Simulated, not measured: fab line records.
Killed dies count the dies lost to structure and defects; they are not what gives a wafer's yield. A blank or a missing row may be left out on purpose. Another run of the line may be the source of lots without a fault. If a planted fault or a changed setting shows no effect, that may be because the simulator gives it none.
fab line records | flow sky130
[record] lots = 11 | wafers = 33 | last-day = 50
route steps=708 shown SD_N@356 SD_P@359 VIA2@522 CAPM@549
lots with no fault: from the same line, run without faults
start-h: start of the lot's first displayed wafer, in hours after the record's first day | wait-h: hours since the lot's step before | " repeats the value in the row above | L1.1+2: a row that stands for several wafers | - no value, or no start given | * or withheld: withheld | < > ~ a bound
route shown NAME@n: NAME is a module with steps in the file, n the number in the route of the first one | usual: mean/standard deviation of fault-free wafers | same: alike in all rows | chamber/n: place in a boat | sites: per-site readings | _std_site: the values' standard deviation | _edge_site: inner sites' mean taken away from outer sites' mean | radius-mm: for every site, how far away it sits from the centre of the wafer | mask NAME#n: copy n | behind: the most recent tool/chamber to have shaped the wafer | hold: the reason the lot was held/the length of the hold in hours/how it ended | device: the n, p or np transistor that did not switch | end of line: the same wafers' tests at the end of the route | a step given without rows: its recipe and nothing more | killed: not the wafer's yield, but the dies lost to structure and defects at the first sort | map: shows each die of a wafer: x if killed, . if not, _ if none is there
set.NAME: the setting that was run; set.NAME@STEP: the one run at that earlier step | model.NAME: the simulator's own value behind a step, which no gauge read
route steps across a sampled set of lots; one table per step, one row per wafer
services: the hour from which a tool's chamber was out of use, counted from the record's first day as start-h (under 0 if before that day), plus the number of hours and why
[[steps]]
[step SKY_SD_N_RTA_14]
[recipe] temp-c = 1075 | time-s = 2 | idle-temp-c = 650 | ramp-up-c-per-s = 150 | ramp-down-c-per-s = 90 | ambient = N2
[usual] lamp-power-pct = 15.74/0.052 | wafer_temp_C_max = 1078.2/1.2
lot.wafer | tool          | chamber | start-h | wait-h | lamp-power-pct | wafer_temp_C_max
L408.3    | rtp-anneal-02 | 0       | 639.20  | 0.0    | 15.81          | 1080.7
L408.4    | "             | 0       | "       | "      | 15.65          | 1077.2
L408.5    | "             | 0       | "       | "      | 15.69          | 1077.6
L409.4    | rtp-anneal-01 | 0       | 659.21  | 0.0    | 15.71          | 1078.1
L409.5    | "             | 0       | "       | "      | 15.65          | 1077.1
L409.6    | "             | 0       | "       | "      | 15.71          | 1077.5
L410.1    | rtp-anneal-02 | 0       | 660.17  | 0.0    | 15.73          | 1076.4
L410.3    | "             | 0       | "       | "      | 15.73          | 1079.8
L410.5    | "             | 0       | "       | "      | 15.74          | 1077.4
L412.1    | rtp-anneal-02 | 0       | 678.78  | 0.0    | 15.80          | 1078.3
L412.4    | "             | 0       | "       | "      | 15.75          | 1079.0
L412.5    | "             | 0       | "       | "      | 15.87          | 1075.9
L413.1    | rtp-anneal-01 | 0       | 695.38  | 0.0    | 15.71          | 1077.9
L413.3    | "             | 0       | "       | "      | 15.86          | 1077.5
L413.5    | "             | 0       | "       | "      | 15.72          | 1080.3
L414.2    | rtp-anneal-02 | 0       | 697.73  | 0.0    | 15.67          | 1076.3
L414.3    | "             | 0       | "       | "      | 15.72          | 1077.0
L414.6    | "             | 0       | "       | "      | 15.69          | 1078.1
L421.2    | rtp-anneal-01 | 0       | 751.23  | 0.0    | 15.99          | 1093.0
L421.3    | "             | 0       | "       | "      | 15.94          | 1094.0
L421.5    | "             | 0       | "       | "      | 16.05          | 1093.1
L423.2    | rtp-anneal-01 | 0       | 769.29  | 0.0    | 16.07          | 1095.3
L423.4    | "             | 0       | "       | "      | 16.02          | 1096.0
L423.5    | "             | 0       | "       | "      | 16.09          | 1093.7
L428.1    | rtp-anneal-02 | 0       | 800.68  | 0.0    | 15.75          | 1077.6
L428.3    | "             | 0       | "       | "      | 15.69          | 1079.3
L428.4    | "             | 0       | "       | "      | 15.74          | 1078.1
L430.2    | rtp-anneal-02 | 0       | 819.24  | 0.0    | 15.71          | 1078.5
L430.3    | "             | 0       | "       | "      | 15.85          | 1080.1
L430.5    | "             | 0       | "       | "      | 15.76          | 1076.5
L431.1    | rtp-anneal-01 | 0       | 828.43  | 0.0    | 15.70          | 1080.5
L431.5    | "             | 0       | "       | "      | 15.74          | 1078.8
L431.6    | "             | 0       | "       | "      | 15.78          | 1078.6
[step SKY_SD_N_RS_MEAS_16]
[recipe] thk-meas-gauge = four-point-probe
[usual] SD_N_RS = 68.59/0.12
lot.wafer | tool          | chamber | start-h | wait-h | hold                     | SD_N_RS[ohm/sq]
L408.3    | film-metro-03 | -       | 639.39  | 0.1    | -                        | 68.63
L408.4    | "             | -       | "       | "      | -                        | 68.38
L408.5    | "             | -       | "       | "      | -                        | 68.69
L409.4    | film-metro-02 | -       | 659.41  | 0.1    | -                        | 68.58
L409.5    | "             | -       | "       | "      | -                        | 68.72
L409.6    | "             | -       | "       | "      | -                        | 68.54
L410.1    | film-metro-02 | -       | 660.34  | 0.1    | -                        | 68.55
L410.3    | "             | -       | "       | "      | -                        | 68.64
L410.5    | "             | -       | "       | "      | -                        | 68.68
L412.1    | film-metro-03 | -       | 678.95  | 0.1    | -                        | 68.47
L412.4    | "             | -       | "       | "      | -                        | 68.61
L412.5    | "             | -       | "       | "      | -                        | 68.47
L413.1    | film-metro-03 | -       | 695.55  | 0.1    | -                        | 68.57
L413.3    | "             | -       | "       | "      | -                        | 68.47
L413.5    | "             | -       | "       | "      | -                        | 68.47
L414.2    | film-metro-03 | -       | 697.91  | 0.1    | -                        | 68.55
L414.3    | "             | -       | "       | "      | -                        | 68.61
L414.6    | "             | -       | "       | "      | -                        | 68.62
L421.2    | film-metro-01 | -       | 751.41  | 0.1    | await-dispo/0.2h/release | 65.60
L421.3    | "             | -       | "       | "      | await-dispo/0.2h/release | 65.45
L421.5    | "             | -       | "       | "      | await-dispo/0.2h/release | 65.71
L421.2    | film-metro-01 | -       | 751.77  | 0.3    | -                        | 65.63
L421.3    | "             | -       | "       | "      | -                        | 65.66
L421.5    | "             | -       | "       | "      | -                        | 65.64
L423.2    | film-metro-02 | -       | 769.47  | 0.1    | await-dispo/0.2h/release | 65.90
L423.4    | "             | -       | "       | "      | await-dispo/0.2h/release | 65.97
L423.5    | "             | -       | "       | "      | await-dispo/0.2h/release | 65.89
L423.2    | film-metro-02 | -       | 769.83  | 0.3    | -                        | 65.73
L423.4    | "             | -       | "       | "      | -                        | 65.87
L423.5    | "             | -       | "       | "      | -                        | 65.91
L428.1    | film-metro-02 | -       | 800.85  | 0.1    | -                        | 68.70
L428.3    | "             | -       | "       | "      | -                        | 68.64
L428.4    | "             | -       | "       | "      | -                        | 68.75
L430.2    | film-metro-01 | -       | 819.43  | 0.1    | -                        | 68.67
L430.3    | "             | -       | "       | "      | -                        | 68.51
L430.5    | "             | -       | "       | "      | -                        | 68.63
L431.1    | film-metro-02 | -       | 828.60  | 0.1    | -                        | 68.78
L431.5    | "             | -       | "       | "      | -                        | 68.70
L431.6    | "             | -       | "       | "      | -                        | 68.68
[step SKY_SD_N_RS_MEAS_17]
[recipe] thk-meas-gauge = four-point-probe
[usual] SD_P_RS = 147.1/0.33
lot.wafer | tool          | chamber | start-h | wait-h | hold                     | SD_P_RS[ohm/sq]
L408.3    | film-metro-03 | -       | 639.51  | 0.1    | -                        | 147.1
L408.4    | "             | -       | "       | "      | -                        | 147.2
L408.5    | "             | -       | "       | "      | -                        | 147.3
L409.4    | film-metro-02 | -       | 659.53  | 0.1    | -                        | 147.2
L409.5    | "             | -       | "       | "      | -                        | 147.0
L409.6    | "             | -       | "       | "      | -                        | 147.2
L410.1    | film-metro-02 | -       | 660.46  | 0.1    | -                        | 147.3
L410.3    | "             | -       | "       | "      | -                        | 147.5
L410.5    | "             | -       | "       | "      | -                        | 147.3
L412.1    | film-metro-03 | -       | 679.07  | 0.1    | -                        | 147.2
L412.4    | "             | -       | "       | "      | -                        | 146.7
L412.5    | "             | -       | "       | "      | -                        | 146.9
L413.1    | film-metro-03 | -       | 695.67  | 0.1    | -                        | 146.9
L413.3    | "             | -       | "       | "      | -                        | 146.6
L413.5    | "             | -       | "       | "      | -                        | 146.8
L414.2    | film-metro-03 | -       | 698.03  | 0.1    | -                        | 147.2
L414.3    | "             | -       | "       | "      | -                        | 147.2
L414.6    | "             | -       | "       | "      | -                        | 147.2
L421.2    | film-metro-01 | -       | 753.99  | 2.2    | await-dispo/0.2h/release | 133.5
L421.3    | "             | -       | "       | "      | await-dispo/0.2h/release | 133.7
L421.5    | "             | -       | "       | "      | await-dispo/0.2h/release | 133.8
L421.2    | film-metro-01 | -       | 754.28  | 0.3    | -                        | 133.4
L421.3    | "             | -       | "       | "      | -                        | 133.6
L421.5    | "             | -       | "       | "      | -                        | 133.5
L423.2    | film-metro-02 | -       | 771.85  | 2.0    | await-dispo/0.2h/release | 133.8
L423.4    | "             | -       | "       | "      | await-dispo/0.2h/release | 133.9
L423.5    | "             | -       | "       | "      | await-dispo/0.2h/release | 133.9
L423.2    | film-metro-02 | -       | 772.14  | 0.3    | -                        | 133.6
L423.4    | "             | -       | "       | "      | -                        | 134.1
L423.5    | "             | -       | "       | "      | -                        | 134.0
L428.1    | film-metro-02 | -       | 800.97  | 0.1    | -                        | 147.5
L428.3    | "             | -       | "       | "      | -                        | 147.6
L428.4    | "             | -       | "       | "      | -                        | 147.5
L430.2    | film-metro-01 | -       | 819.55  | 0.1    | -                        | 146.6
L430.3    | "             | -       | "       | "      | -                        | 146.7
L430.5    | "             | -       | "       | "      | -                        | 146.5
L431.1    | film-metro-02 | -       | 828.72  | 0.1    | -                        | 147.3
L431.5    | "             | -       | "       | "      | -                        | 147.5
L431.6    | "             | -       | "       | "      | -                        | 147.1
[step SKY_VIA2_ETCH_15]
[recipe] target = SiO2 | chemistry = C4F8/O2/Ar | target-depth-nm = 546 | stop-on = TiN | mask-material = KrF-thick | source-w = 1500 | bias-w = 1200 | pressure-mtorr = 40 | c4f8-flow-sccm = withheld | O2_flow_sccm = 6 | Ar_flow_sccm = 300 | time-s = 84
[usual] bias-w = 1200/3.9 | oes-product-au = 0.936/0.0047
lot.wafer | tool        | chamber | start-h | wait-h | bias-w | oes-product-au | rf-hours-counter-h
L408.3    | rie-diel-01 | 2       | 841.06  | 0.0    | 1202   | 0.932          | 13
L408.4    | "           | 3       | "       | "      | 1202   | 0.941          | 2
L408.5    | "           | 0       | "       | "      | 1202   | 0.924          | -
L409.4    | rie-diel-03 | 3       | 858.50  | 0.0    | 1195   | 0.933          | 5
L409.5    | "           | 2       | "       | "      | 1200   | 0.941          | -
L409.6    | "           | 1       | "       | "      | 1199   | 0.936          | -
L410.1    | rie-diel-01 | 0       | 861.51  | 0.0    | 1194   | 0.942          | 2
L410.3    | "           | 2       | "       | "      | 1197   | 0.942          | 14
L410.5    | "           | 0       | "       | "      | 1195   | 0.929          | -
L412.1    | rie-diel-03 | 3       | 877.68  | 0.0    | 1203   | 0.934          | 6
L412.4    | "           | 2       | "       | "      | 1198   | 0.930          | 9
L412.5    | "           | 3       | "       | "      | 1208   | 0.929          | -
L413.1    | rie-diel-01 | 0       | 892.05  | 0.0    | 1202   | 0.937          | 3
L413.3    | "           | 1       | "       | "      | 1198   | 0.937          | 13
L413.5    | "           | 0       | "       | "      | 1203   | 0.935          | -
L414.2    | rie-diel-01 | 2       | 894.26  | 0.0    | 1201   | 0.941          | 15
L414.3    | "           | 1       | "       | "      | 1201   | 0.940          | 14
L414.6    | "           | 0       | "       | "      | 1205   | 0.939          | -
L421.2    | rie-diel-01 | 0       | 943.38  | 0.0    | 1196   | 0.940          | 5
L421.3    | "           | 1       | "       | "      | 1197   | 0.939          | 15
L421.5    | "           | 1       | "       | "      | 1201   | 0.937          | -
L423.2    | rie-diel-01 | 0       | 961.66  | 0.0    | 1196   | 0.934          | 6
L423.4    | "           | 1       | "       | "      | 1204   | 0.946          | 16
L423.5    | "           | 2       | "       | "      | 1194   | 0.935          | -
L428.1    | rie-diel-02 | 0       | 989.48  | 0.0    | 1196   | 0.929          | 11
L428.3    | "           | 3       | "       | "      | 1200   | 0.939          | 5
L428.4    | "           | 1       | "       | "      | 1196   | 0.932          | 15
L430.2    | rie-diel-02 | 2       | 1005.42 | 0.0    | 1195   | 0.935          | 7
L430.3    | "           | 1       | "       | "      | 1198   | 0.935          | 15
L430.5    | "           | 0       | "       | "      | 1197   | 0.939          | -
L431.1    | rie-diel-01 | 3       | 1012.17 | 0.0    | 1205   | 0.936          | 7
L431.5    | "           | 1       | "       | "      | 1199   | 0.932          | -
L431.6    | "           | 0       | "       | "      | 1200   | 0.932          | -
[step SKY_VIA2_CMP_24]
[recipe] stop-on = SiO2 | t-overpolish-s = 20 | down-force-psi = 3.5 | platen-rpm = 60 | target-thk-nm = 0 | pad-velocity-m-s = 0.94248
[usual] head-pressure-psi = 3.501/0.0071 | motor-current-A = 11.6/1.1 | overpolish-run-s = 20.000/0.009 | time-to-endpoint-s = 104/6
lot.wafer | tool   | chamber | start-h | wait-h | head-pressure-psi | motor-current-A | overpolish-run-s | time-to-endpoint-s
L408.4    | cmp-02 | 2       | 842.18  | 0.0    | 3.500             | 10.0            | 19.985           | 114
L408.3    | "      | 1       | "       | "      | 3.498             | 11.1            | 19.996           | 98
L408.5    | "      | 2       | "       | "      | 3.502             | 10.3            | 19.995           | 113
L409.4    | cmp-01 | 1       | 860.29  | 0.7    | 3.508             | 11.3            | 20.007           | 99
L409.6    | "      | 2       | "       | "      | 3.504             | 12.7            | 19.988           | 110
L409.5    | "      | 3       | "       | "      | 3.502             | 12.7            | 19.998           | 101
L410.1    | cmp-01 | 0       | 862.54  | 0.1    | 3.505             | 9.6             | 20.001           | 105
L410.3    | "      | 3       | "       | "      | 3.496             | 13.1            | 20.014           | 97
L410.5    | "      | 1       | "       | "      | 3.500             | 11.3            | 19.999           | 91
L412.1    | cmp-02 | 0       | 878.71  | 0.1    | 3.495             | 12.4            | 19.995           | 101
L412.4    | "      | 1       | "       | "      | 3.497             | 11.8            | 20.015           | 102
L412.5    | "      | 1       | "       | "      | 3.498             | 11.5            | 20.002           | 97
L413.3    | cmp-01 | 0       | 893.09  | 0.0    | 3.502             | 9.8             | 19.997           | 106
L413.1    | "      | 3       | "       | "      | 3.488             | 12.3            | 20.001           | 99
L413.5    | "      | 1       | "       | "      | 3.505             | 11.8            | 19.997           | 93
L414.2    | cmp-01 | 1       | 895.39  | 0.1    | 3.495             | 11.2            | 20.011           | 90
L414.3    | "      | 2       | "       | "      | 3.497             | 12.8            | 20.003           | 102
L414.6    | "      | 3       | "       | "      | 3.497             | 13.7            | 19.991           | 97
L421.3    | cmp-02 | 2       | 944.44  | 0.0    | 3.503             | 10.1            | 19.998           | 111
L421.2    | "      | 1       | "       | "      | 3.506             | 11.6            | 20.020           | 104
L421.5    | "      | 3       | "       | "      | 3.497             | 11.8            | 19.991           | 108
L423.2    | cmp-01 | 2       | 962.70  | 0.0    | 3.516             | 13.4            | 19.993           | 106
L423.4    | "      | 0       | "       | "      | 3.499             | 9.5             | 19.999           | 101
L423.5    | "      | 2       | "       | "      | 3.501             | 13.4            | 19.983           | 103
L428.1    | cmp-01 | 2       | 990.54  | 0.1    | 3.496             | 12.6            | 19.994           | 107
L428.4    | "      | 3       | "       | "      | 3.503             | 12.3            | 20.012           | 93
L428.3    | "      | 1       | "       | "      | 3.495             | 11.6            | 20.014           | 93
L430.3    | cmp-02 | 2       | 1006.55 | 0.1    | 3.513             | 10.2            | 20.007           | 104
L430.2    | "      | 3       | "       | "      | 3.497             | 11.3            | 20.008           | 96
L430.5    | "      | 1       | "       | "      | 3.504             | 10.7            | 20.010           | 104
L431.1    | cmp-01 | 1       | 1013.34 | 0.2    | 3.501             | 11.2            | 20.005           | 89
L431.5    | "      | 2       | "       | "      | 3.501             | 12.4            | 20.010           | 106
L431.6    | "      | 3       | "       | "      | 3.497             | 13.4            | 20.001           | 106
[step SKY_CAPM_OVL_MEAS_12]
[usual] CAPM_OVL = -0.4/1.5
lot.wafer | tool       | chamber | start-h | wait-h | CAPM_OVL[nm]
L408.3    | overlay-01 | -       | 869.68  | 0.1    | 0.9
L408.4    | "          | -       | "       | "      | 1.2
L408.5    | "          | -       | "       | "      | -0.5
L409.4    | overlay-02 | -       | 886.33  | 0.1    | -0.6
L409.5    | "          | -       | "       | "      | -1.8
L409.6    | "          | -       | "       | "      | -1.9
L410.1    | overlay-02 | -       | 888.36  | 0.1    | -1.2
L410.3    | "          | -       | "       | "      | 0.8
L410.5    | "          | -       | "       | "      | -0.1
L412.1    | overlay-02 | -       | 903.45  | 0.1    | -1.1
L412.4    | "          | -       | "       | "      | -2.6
L412.5    | "          | -       | "       | "      | -1.3
L413.1    | overlay-02 | -       | 918.17  | 0.1    | -0.9
L413.3    | "          | -       | "       | "      | 2.5
L413.5    | "          | -       | "       | "      | 0.4
L414.2    | overlay-02 | -       | 920.97  | 0.1    | 0.7
L414.3    | "          | -       | "       | "      | -1.2
L414.6    | "          | -       | "       | "      | -1.9
L421.2    | overlay-01 | -       | 969.41  | 0.1    | 0.4
L421.3    | "          | -       | "       | "      | -0.1
L421.5    | "          | -       | "       | "      | 0.9
L423.2    | overlay-01 | -       | 986.52  | 0.1    | 2.0
L423.4    | "          | -       | "       | "      | 1.4
L423.5    | "          | -       | "       | "      | 1.6
L428.1    | overlay-01 | -       | 1014.57 | 0.1    | -0.5
L428.3    | "          | -       | "       | "      | -1.9
L428.4    | "          | -       | "       | "      | -2.0
L430.2    | overlay-02 | -       | 1029.47 | 0.1    | -2.2
L430.3    | "          | -       | "       | "      | -0.7
L430.5    | "          | -       | "       | "      | -1.7
L431.1    | overlay-02 | -       | 1036.17 | 0.1    | -0.1
L431.5    | "          | -       | "       | "      | -0.7
L431.6    | "          | -       | "       | "      | 0.3
[[services]]
tool          | chamber | start-h | hours | kind
cmp-01        | -       | 620.54  | 2.9   | repair
cmp-01        | -       | 622.27  | 1.6   | repair
cmp-01        | -       | 632.79  | 74.2  | repair
cmp-02        | -       | 638.83  | 2.9   | repair
rie-diel-01   | 3       | 641.79  | 8.6   | repair
cmp-01        | -       | 658.81  | 0.6   | repair
rie-diel-01   | 0       | 666.30  | 5.0   | repair
rie-diel-01   | 2       | 676.36  | 3.9   | repair
rie-diel-01   | 0       | 680.42  | 3.5   | repair
cmp-02        | -       | 706.13  | 1.9   | repair
rie-diel-01   | 3       | 708.00  | 5.0   | repair
cmp-01        | -       | 708.11  | 3.7   | pm
rtp-anneal-01 | -       | 709.40  | 5.5   | pm
cmp-02        | -       | 712.37  | 2.4   | repair
cmp-01        | -       | 717.94  | 0.8   | repair
cmp-02        | -       | 751.89  | 4.0   | pm
cmp-01        | -       | 765.03  | 0.3   | repair
rtp-anneal-01 | -       | 778.33  | 1.5   | pm
cmp-01        | -       | 795.25  | 6.1   | pm
rie-diel-01   | 3       | 824.57  | 10.7  | repair
rie-diel-01   | 3       | 891.73  | 8.0   | repair
cmp-01        | -       | 912.00  | 4.0   | pm
rie-diel-01   | -       | 925.35  | 2.8   | pm
cmp-01        | -       | 970.18  | 12.8  | pm
[[key]]
[first-sign] step = SKY_SD_N_RTA_14 | reading = wafer_temp_C_max | direction = up | sigmas = 13 | usual = * | struck = *
[effect] step = SKY_SD_N_RTA_14 | reading = lamp-power-pct | direction = up | sigmas = 5.5 | usual = 15.74 | struck = 16.03
[effect] step = SKY_SD_N_RS_MEAS_16 | reading = visit | direction = added
[effect] step = SKY_SD_N_RS_MEAS_16 | reading = SD_N_RS | direction = down | sigmas = 23 | usual = 68.59 | struck = 65.75
[effect] step = SKY_SD_N_RS_MEAS_17 | reading = visit | direction = added
[effect] step = SKY_SD_N_RS_MEAS_17 | reading = SD_P_RS | direction = down | sigmas = 40 | usual = 147.1 | struck = 133.8
met-at SKY_SD_N_RTA_14
struck-lots L421,L423
tester-left-out L421,L423
not-acting-at SKY_VIA2_ETCH_15,SKY_VIA2_CMP_24,SKY_CAPM_OVL_MEAS_12
onset-between 695.38 751.23
[fault] kind = process-parameter-drift | tool = rtp-anneal-01 | chamber = - | onset-h = 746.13 | steps = SKY_SD_N_RTA_14 | channel = temp-c | offset = * | shape = step | end-h = 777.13 | acts-in = * | stated = *
// tester-left-out: of these lots the tester's yield and bins aren't shown, on N5 and GAA mostly nor the transistor test; their killed dies are dies lost to structure and defects alone, not to doping, threshold or leakage, so they don't give the yield
